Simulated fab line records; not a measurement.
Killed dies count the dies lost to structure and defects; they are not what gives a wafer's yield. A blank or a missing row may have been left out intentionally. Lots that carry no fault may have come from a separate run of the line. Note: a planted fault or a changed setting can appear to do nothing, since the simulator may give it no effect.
Which tool was responsible? ; flow sky130 ; 11 lots, 33 wafers sampled, at 5 steps of a route of 708

## WHAT EACH GAUGE READ, for each wafer
SKY_METAL4_OVL_MEAS_14. Usual: for METAL4_OVL the level is 5 nm and the standard deviation is 5.1.
lot;measured;on;METAL4_OVL (nm);flag
L638;day 41 14:15;overlay-02;8 3 7;
L640;day 42 06:12;overlay-01;2 9 9;
L641;day 42 15:11;overlay-02;2 -2 2;
L642;day 42 16:27;overlay-01;3 -1 9;
L643;day 43 04:33;overlay-02;14 8 15;
L644;day 43 14:36;overlay-01;11 7 9;
L649;day 44 16:35;overlay-01;1 2 4;
L653;day 46 02:55;overlay-01;5 10 5;
L655;day 46 22:06;overlay-01;5 8 5;
L657;day 47 04:00;overlay-01;15 17 13;
L658;day 47 04:50;overlay-01;-1 -6 3;

SKY_VIA4_THK_MEAS_01. Usual: for VIA4_HDPCVD_THK the level is 1754 nm and the standard deviation is 23.
lot;measured;on;VIA4_HDPCVD_THK (nm);flag
L638;day 41 15:23;film-metro-01;1770 1775 1767;
L640;day 42 07:20;film-metro-01;1759 1755 1728;
L641;day 42 16:23;film-metro-01;1727 1767 1724;
L642;day 42 17:37;film-metro-03;1777 1778 1761;
L643;day 43 05:41;film-metro-01;1748 1727 1755;
L644;day 43 15:44;film-metro-04;1766 1785 1774;
L649;day 44 17:43;film-metro-03;1765 1738 1746;
L653;day 46 04:07;film-metro-04;1812 1768 1781;
L655;day 46 23:43;film-metro-04;1763 1742 1794;
L657;day 47 05:08;film-metro-04;1729 1731 1764;
L658;day 47 06:03;film-metro-04;1759 1763 1747;

SKY_VIA4_RS_MEAS_19: a four-point-probe measurement. Usual: for VIA4_W_RS the level is 0.2250 ohm/sq and the standard deviation is 0.003.
lot;measured;on;VIA4_W_RS (ohm/sq);flag
L638;day 42 15:37;film-metro-03;0.2256 0.2250 0.2222;
L640;day 43 07:50;film-metro-03;0.2282 0.2281 0.2229;
L641;day 43 16:01;film-metro-03;0.2242 0.2236 0.2261;
L642;day 43 17:40;film-metro-03;0.2253 0.2228 0.2234;
L643;day 44 05:47;film-metro-04;0.2265 0.2266 0.2250;
L644;day 44 15:58;film-metro-04;0.2195 0.2237 0.2253;
L649;day 45 16:34;film-metro-01;0.2191 0.2199 0.2235 0.2193 0.2203 0.2233;
L653;day 47 01:01;film-metro-04;0.2319 0.2249 0.2284;
L655;day 47 20:23;film-metro-04;0.2228 0.2231 0.2230;
L657;day 48 01:11;film-metro-01;0.2203 0.2228 0.2254;
L658;day 48 02:18;film-metro-03;0.2203 0.2203 0.2227;

## TOOL THAT RAN EACH LOT (tool first, then ch and the chambers of the sampled wafers, then the start)
lot;SKY_METAL4_ETCH_16;SKY_VIA4_SPUTTER_17
L638;rie-metal-01 ch 0, day 41 14:19;pvd-sputter-01, day 42 15:25
L640;rie-metal-01 ch 0,1, day 42 06:16;pvd-sputter-03, day 43 07:36
L641;rie-metal-04 ch 1, day 42 15:14;pvd-sputter-04, day 43 15:46
L642;rie-metal-01 ch 0,1, day 42 16:31;pvd-sputter-04, day 43 17:26
L643;rie-metal-04 ch 0,1, day 43 04:37;pvd-sputter-01, day 44 05:33
L644;rie-metal-01 ch 0,1, day 43 14:40;pvd-sputter-01, day 44 15:43
L649;rie-metal-02 ch 0,1, day 44 16:38;pvd-sputter-01, day 45 16:20
L653;rie-metal-02 ch 0,1, day 46 02:59;pvd-sputter-03, day 47 00:47
L655;rie-metal-02 ch 0,1, day 46 22:10;pvd-sputter-04, day 47 20:09
L657;rie-metal-02 ch 0,1, day 47 04:04;pvd-sputter-04, day 48 00:56
L658;rie-metal-01 ch 0,1, day 47 04:55;pvd-sputter-03, day 48 02:05
- SKY_METAL4_ETCH_16: etches BARC in N2/H2, stops on SiO2, time 88.2 s, target depth 60 nm.
- SKY_VIA4_SPUTTER_17: material TiN, target thk 20 nm, time 80 s.

## WHAT THE TOOLS THEMSELVES READ (means of the sampled wafers that have a number; where no wafer has one, the mark that the record gives instead)
SKY_METAL4_ETCH_16. Usual: drypump-motor-current-A 5.6 A, standard deviation 0.45; oes-product-au 0.626 a.u., standard deviation 0.0045; rf-fwd-power-W 496.5 W, standard deviation 1.8; throttle-valve-pct 13.205 %, standard deviation 0.0085.
lot;tool;drypump-motor-current-A (A);oes-product-au (a.u.);rf-fwd-power-W (W);throttle-valve-pct (%);flag
L638;rie-metal-01;6.4;0.626;497.6;13.208;
L640;rie-metal-01;5.7;0.624;496.0;13.197;
L641;rie-metal-04;4.9;0.626;498.5;13.201;
L642;rie-metal-01;5.6;0.627;493.5;13.203;
L643;rie-metal-04;5.1;0.622;497.6;13.200;
L644;rie-metal-01;6.0;0.627;496.4;13.211;
L649;rie-metal-02;5.6;0.622;495.1;13.207;
L653;rie-metal-02;5.5;0.623;495.2;13.198;
L655;rie-metal-02;5.5;0.626;496.4;13.206;
L657;rie-metal-02;5.5;0.627;494.8;13.212;
L658;rie-metal-01;5.7;0.630;497.5;13.207;

SKY_VIA4_SPUTTER_17. Usual: 30.0 % for throttle-valve-pct, sd 1.1.
lot;tool;throttle-valve-pct (%);flag
L638;pvd-sputter-01;30.3;
L640;pvd-sputter-03;30.4;
L641;pvd-sputter-04;29.9;
L642;pvd-sputter-04;29.8;
L643;pvd-sputter-01;30.1;
L644;pvd-sputter-01;30.3;
L649;pvd-sputter-01;30.6;
L653;pvd-sputter-03;31.4;
L655;pvd-sputter-04;29.9;
L657;pvd-sputter-04;28.9;
L658;pvd-sputter-03;28.8;

## THE ANSWER, worked out from the rows above alone
Rule: take the mean of a lot's wafers that have a number; if it is more than 3 standard deviations from the usual mean, the lot is off. A lot without any number at a reading at which 4 lots or more have one is off too. Where the step has rows for the other lots, those lots are counted as sound. Order of review: gauges by route order, followed by the tools' own readings, for which a lot's mean as printed above is used. The first step at which some lot is off is used, and at that step the reading that is off furthest; a lot without a number counts as furthest.
No lot is off on any of the readings shown, so nothing can be concluded from this.

## WHAT HAD BEEN PUT IN BY THE SIMULATOR
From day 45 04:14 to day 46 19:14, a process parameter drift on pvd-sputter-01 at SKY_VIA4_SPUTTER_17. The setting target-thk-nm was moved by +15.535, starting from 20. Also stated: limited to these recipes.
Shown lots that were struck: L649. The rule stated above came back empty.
